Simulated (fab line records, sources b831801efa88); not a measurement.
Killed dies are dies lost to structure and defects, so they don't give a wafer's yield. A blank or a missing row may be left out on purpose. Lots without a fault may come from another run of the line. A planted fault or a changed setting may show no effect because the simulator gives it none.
Which tool did it? | flow sky130 | 12 lots, 36 wafers sampled, at 1 step of a route of 708

WHAT THE GAUGES READ, wafer by wafer
SKY_VIA3_OVL_MEAS_13.
lot  | measured     | on         | VIA3_OVL (nm)
L076 | day 40 12:52 | overlay-01 | 9 8 5
L077 | day 40 18:13 | overlay-01 | 7 7 5
L079 | day 41 04:52 | overlay-02 | 4 -1 3
L080 | day 41 23:02 | overlay-01 | -3 -4 -4
L083 | day 42 09:19 | overlay-01 | -9 -2 -3
L085 | day 43 02:19 | overlay-01 | 2 0 -2
L087 | day 43 08:32 | overlay-02 | -2 1 4
L089 | day 43 20:16 | overlay-02 | 8 3 7
L091 | day 44 07:10 | overlay-02 | 0 -2 -6
L093 | day 44 21:20 | overlay-01 | 1 -4 -6
L095 | day 45 12:37 | overlay-02 | 8 14 8
L097 | day 45 21:21 | overlay-01 | -1 2 1

WHICH TOOL RAN EACH LOT (tool, then ch and the chambers of the sampled wafers, then the start)
The record holds no process step before these readings.

THE ANSWER, worked out from the rows above alone
Rule: what is usual is taken from the lots themselves. Put in order of their means at a reading, lots are off if they are a third of the lots or fewer, leave a main group of 4 or more, and stand apart from it by a gap of 3 or more times the standard deviation of the main group's means; of several such gaps the widest counts. A main group whose means are all the same, to the digits that the tables above print for the reading, isn't used. A lot without any number at a reading at which 4 lots or more have one is off too. The other lots that the step has rows for count as sound.
No lot is off at any reading shown: from this, nothing can be told.

WHAT THE SIMULATOR HAD PUT IN
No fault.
